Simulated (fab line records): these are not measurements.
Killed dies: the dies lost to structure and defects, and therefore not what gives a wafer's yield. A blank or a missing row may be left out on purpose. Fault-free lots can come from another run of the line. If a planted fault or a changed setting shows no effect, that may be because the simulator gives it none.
Which tool is to blame? | flow gf180mcu | 11 lots with 33 wafers sampled at 4 steps, on a route of 602 steps

== WHAT EACH GAUGE READ, for each wafer ==
GF_V3_THK_MEAS_03.
lot  | measured     | on           | V3_CVD_02_THK (nm)
L382 | day 21 13:52 | filmMetro-04 | 853 859 873
L386 | day 22 21:47 | filmMetro-04 | 844 832 846
L387 | day 23 11:20 | filmMetro-03 | 853 842 854
L388 | day 24 07:08 | filmMetro-03 | 834 837 851
L391 | day 24 10:50 | filmMetro-03 | 845 858 863
L392 | day 24 23:41 | filmMetro-03 | 830 838 833
L393 | day 25 21:44 | filmMetro-02 | 854 860 855
L395 | day 26 03:31 | filmMetro-04 | 843 843 870
L396 | day 26 20:01 | filmMetro-02 | 848 851 863
L398 | day 26 22:59 | filmMetro-04 | 844 704 856
L405 | day 29 01:28 | filmMetro-03 | 829 843 841

== WHAT TOOL EACH LOT RAN ON (gives the tool, then ch and the chambers of the sampled wafers, and finally the start) ==
lot  | GF_M3_SPUTTER_00            | GF_M3_SPUTTER_04            | GF_V3_CVD_02
L382 | pvdSputter-02, day 20 12:44 | pvdSputter-02, day 20 12:55 | pecvd-01 ch 1,2, day 21 13:48
L386 | pvdSputter-02, day 21 21:38 | pvdSputter-02, day 21 21:49 | pecvd-03 ch 0,1,2, day 22 21:43
L387 | pvdSputter-02, day 22 07:38 | pvdSputter-02, day 22 07:49 | pecvd-01 ch 0,1,2, day 23 11:16
L388 | pvdSputter-01, day 23 07:40 | pvdSputter-01, day 23 07:50 | pecvd-02 ch 0,1,2, day 24 07:04
L391 | pvdSputter-02, day 23 11:20 | pvdSputter-02, day 23 11:31 | pecvd-02 ch 0,1,2, day 24 10:46
L392 | pvdSputter-01, day 24 00:14 | pvdSputter-01, day 24 00:25 | pecvd-03 ch 0,1,2, day 24 23:37
L393 | pvdSputter-04, day 24 10:07 | pvdSputter-04, day 24 10:17 | pecvd-01 ch 1,2, day 25 21:39
L395 | pvdSputter-01, day 25 03:46 | pvdSputter-01, day 25 03:57 | pecvd-01 ch 0,1,2, day 26 03:26
L396 | pvdSputter-02, day 26 00:02 | pvdSputter-02, day 26 00:13 | pecvd-02 ch 0,1,2, day 26 19:56
L398 | pvdSputter-01, day 26 02:31 | pvdSputter-01, day 26 02:42 | pecvd-02 ch 0,1,2, day 26 22:55
L405 | pvdSputter-02, day 28 05:34 | pvdSputter-02, day 28 05:44 | pecvd-03 ch 0,2, day 29 01:23
- GF_M3_SPUTTER_00: material Ti, target thk 37.5 nm, time 150 s.
- GF_M3_SPUTTER_04: material TiN, target thk 50 nm, time 41.7 s.
- GF_V3_CVD_02: deposits SiO2 from TEOS, target thk 850 nm, time 94.851 s.

== AS READ BY THE TOOLS THEMSELVES (means over the sampled wafers that have a number; for cases with no such wafer, the mark the record gives instead) ==
GF_M3_SPUTTER_00.
lot  | tool          | chamberPressurePa (Pa) | substrateTempC (C) | throttleValvePct (%)
L382 | pvdSputter-02 | 1.995                  | 199.94             | 29.5
L386 | pvdSputter-02 | 2.000                  | 199.91             | 29.6
L387 | pvdSputter-02 | 1.997                  | 200.14             | 29.7
L388 | pvdSputter-01 | 1.998                  | 199.89             | 30.7
L391 | pvdSputter-02 | 2.007                  | 200.05             | 30.3
L392 | pvdSputter-01 | 1.997                  | 200.01             | 30.0
L393 | pvdSputter-04 | 2.002                  | 199.94             | 29.2
L395 | pvdSputter-01 | 1.999                  | 200.07             | 30.6
L396 | pvdSputter-02 | 2.004                  | 200.03             | 30.1
L398 | pvdSputter-01 | 2.003                  | 200.15             | 30.7
L405 | pvdSputter-02 | 2.000                  | 199.81             | 30.3

GF_M3_SPUTTER_04.
lot  | tool          | chamberPressurePa (Pa) | throttleValvePct (%)
L382 | pvdSputter-02 | 0.4002                 | 29.6
L386 | pvdSputter-02 | 0.3993                 | 29.5
L387 | pvdSputter-02 | 0.3990                 | 29.6
L388 | pvdSputter-01 | 0.3994                 | 30.5
L391 | pvdSputter-02 | 0.4015                 | 30.3
L392 | pvdSputter-01 | 0.4001                 | 30.2
L393 | pvdSputter-04 | 0.4001                 | 29.2
L395 | pvdSputter-01 | 0.3998                 | 30.6
L396 | pvdSputter-02 | 0.4000                 | 30.2
L398 | pvdSputter-01 | 0.3999                 | 30.5
L405 | pvdSputter-02 | 0.3996                 | 30.3

GF_V3_CVD_02.
lot  | tool     | heaterPowerOuterW (W) | heaterPowerW (W) | runLengthS (s)
L382 | pecvd-01 | 427                   | 702              | 122.8
L386 | pecvd-03 | 380                   | 712              | 123.1
L387 | pecvd-01 | 424                   | 703              | 122.6
L388 | pecvd-02 | 391                   | 658              | 122.6
L391 | pecvd-02 | 384                   | 663              | 122.8
L392 | pecvd-03 | 412                   | 750              | 122.6
L393 | pecvd-01 | 422                   | 698              | 122.7
L395 | pecvd-01 | 399                   | 667              | 122.9
L396 | pecvd-02 | 404                   | 675              | 122.8
L398 | pecvd-02 | 384                   | 630              | 117.1
L405 | pecvd-03 | 344                   | 666              | 123.6

== THE ANSWER, worked out from the rows above alone ==
Rule: the usual values come from the lots themselves. The widest of any qualifying gaps counts: lots, ordered by their means at a reading, are off when they make up no more than a third of the lots, leave a main group of 4 or more, and stand apart from it by 3 or more times the standard deviation of that group's means. A main group is skipped when, at the precision printed for the reading in the tables above, its means are all equal. A lot without any number at a reading at which 4 lots or more have one is off too. Where the step has rows for the other lots, those lots are counted as sound. First the gauges in route order, then the tools' own readings, where a lot's mean is used as printed above. The first step at which some lot is off is used, and at that step the reading that is off furthest; a lot without a number counts as furthest.
Off: at GF_V3_THK_MEAS_03 (V3_CVD_02_THK), L398. For the main group the mean is 848 nm and the standard deviation 8.9.
If a tool, at a process step before that reading, ran all the lots that are off and no sound lot after the first of them, it fits. Not tried: the gauges at GF_V3_THK_MEAS_03; whatever is off there is also off at GF_V3_CVD_02, on other tools, and gauge error can't account for it. 2 tools fit, pvdSputter-01 at GF_M3_SPUTTER_00 and GF_M3_SPUTTER_04 and pecvd-02 at GF_V3_CVD_02, so this cannot tell which one it is.

== WHAT THE SIMULATOR HAD INSERTED ==
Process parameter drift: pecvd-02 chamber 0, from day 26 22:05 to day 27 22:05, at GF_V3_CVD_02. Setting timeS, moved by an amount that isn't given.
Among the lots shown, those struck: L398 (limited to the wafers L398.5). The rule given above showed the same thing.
